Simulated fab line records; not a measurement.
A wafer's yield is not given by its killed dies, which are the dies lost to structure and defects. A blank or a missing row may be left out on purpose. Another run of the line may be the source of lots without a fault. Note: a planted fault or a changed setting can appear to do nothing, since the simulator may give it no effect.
Chamber matching / flow sky130 / SKY_VIA3_CMP_02 on cmp-02 has 4 sister chambers
The step polishes SiO2. 27 wafers are shown with their chamber, then 12 later ones without.

## WAFERS WITH THEIR CHAMBER
wafer=L078.2; chamber=3; motor current A (A)=11.4; retaining ring pressure frac=1.013
wafer=L078.3; chamber=2; motor current A (A)=10.4; retaining ring pressure frac=1.008
wafer=L078.5; chamber=0; motor current A (A)=15.9; retaining ring pressure frac=1.014
wafer=L079.1; chamber=2; motor current A (A)=10.6; retaining ring pressure frac=1.000
wafer=L079.2; chamber=1; motor current A (A)=12.9; retaining ring pressure frac=0.991
wafer=L079.6; chamber=1; motor current A (A)=12.8; retaining ring pressure frac=0.994
wafer=L080.1; chamber=3; motor current A (A)=11.7; retaining ring pressure frac=0.989
wafer=L080.3; chamber=0; motor current A (A)=14.7; retaining ring pressure frac=1.000
wafer=L080.4; chamber=2; motor current A (A)=10.9; retaining ring pressure frac=1.002
wafer=L082.3; chamber=1; motor current A (A)=12.0; retaining ring pressure frac=1.003
wafer=L082.5; chamber=2; motor current A (A)=10.8; retaining ring pressure frac=1.004
wafer=L082.6; chamber=1; motor current A (A)=13.0; retaining ring pressure frac=1.010
wafer=L083.2; chamber=1; motor current A (A)=12.3; retaining ring pressure frac=1.002
wafer=L083.3; chamber=3; motor current A (A)=12.4; retaining ring pressure frac=0.999
wafer=L083.4; chamber=2; motor current A (A)=10.7; retaining ring pressure frac=0.996
wafer=L085.2; chamber=3; motor current A (A)=11.8; retaining ring pressure frac=1.003
wafer=L085.3; chamber=2; motor current A (A)=10.7; retaining ring pressure frac=1.005
wafer=L085.4; chamber=1; motor current A (A)=12.7; retaining ring pressure frac=1.000
wafer=L086.2; chamber=2; motor current A (A)=11.2; retaining ring pressure frac=1.007
wafer=L086.4; chamber=3; motor current A (A)=11.4; retaining ring pressure frac=0.995
wafer=L086.5; chamber=2; motor current A (A)=10.8; retaining ring pressure frac=1.002
wafer=L087.1; chamber=1; motor current A (A)=12.2; retaining ring pressure frac=1.007
wafer=L087.3; chamber=2; motor current A (A)=10.0; retaining ring pressure frac=0.995
wafer=L087.5; chamber=3; motor current A (A)=12.1; retaining ring pressure frac=1.009
wafer=L088.3; chamber=1; motor current A (A)=13.5; retaining ring pressure frac=1.000
wafer=L088.4; chamber=3; motor current A (A)=12.1; retaining ring pressure frac=1.003
wafer=L088.5; chamber=3; motor current A (A)=11.9; retaining ring pressure frac=0.997

SIGNATURES (means of the wafers above)
reading=motor current A; chamber 0=15.300; chamber 1=12.675; chamber 2=10.678; chamber 3=11.850; scatter within a chamber=0.425
reading=retaining ring pressure frac; chamber 0=1.00700; chamber 1=1.00087; chamber 2=1.00211; chamber 3=1.00100; scatter within a chamber=0.00643
Rule: a wafer's distance from a chamber is the root of the sum, over the readings, of the square of ((its reading less the chamber's mean) divided by the reading's scatter). If the next closest chamber is less than 2 further off than the closest, the wafer can't be placed; otherwise it belongs to the closest. The scatter is the square root of a quotient: the sum, over the shown wafers, of each reading's squared deviation from its chamber's mean, divided by wafers minus chambers.

## WAFERS MISSING THEIR CHAMBER
wafer=L089.1; motor current A (A)=11.2; retaining ring pressure frac=1.002
wafer=L089.2; motor current A (A)=10.4; retaining ring pressure frac=0.995
wafer=L089.4; motor current A (A)=15.0; retaining ring pressure frac=1.008
wafer=L091.1; motor current A (A)=14.8; retaining ring pressure frac=0.996
wafer=L091.4; motor current A (A)=11.4; retaining ring pressure frac=1.006
wafer=L091.5; motor current A (A)=15.1; retaining ring pressure frac=0.994
wafer=L092.3; motor current A (A)=13.2; retaining ring pressure frac=0.999
wafer=L092.4; motor current A (A)=10.1; retaining ring pressure frac=1.002
wafer=L092.5; motor current A (A)=10.5; retaining ring pressure frac=1.000
wafer=L094.1; motor current A (A)=15.5; retaining ring pressure frac=1.005
wafer=L094.5; motor current A (A)=12.4; retaining ring pressure frac=1.005
wafer=L094.6; motor current A (A)=10.1; retaining ring pressure frac=0.995

## WHICH CHAMBER EACH WENT THROUGH
wafer=L089.1; from the rows above=can't be placed: 2 or 3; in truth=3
wafer=L089.2; from the rows above=2; in truth=2
wafer=L089.4; from the rows above=0; in truth=0
wafer=L091.1; from the rows above=0; in truth=0
wafer=L091.4; from the rows above=can't be placed: 3 or 2 or 1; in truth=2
wafer=L091.5; from the rows above=0; in truth=0
wafer=L092.3; from the rows above=can't be placed: 1 or 3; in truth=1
wafer=L092.4; from the rows above=2; in truth=2
wafer=L092.5; from the rows above=2; in truth=2
wafer=L094.1; from the rows above=0; in truth=0
wafer=L094.5; from the rows above=can't be placed: 1 or 3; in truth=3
wafer=L094.6; from the rows above=2; in truth=2
Correct placement for 8 of the 12. Not placeable from these rows: 4 (in 4, the candidates include the true chamber). Placed wrongly: 0.
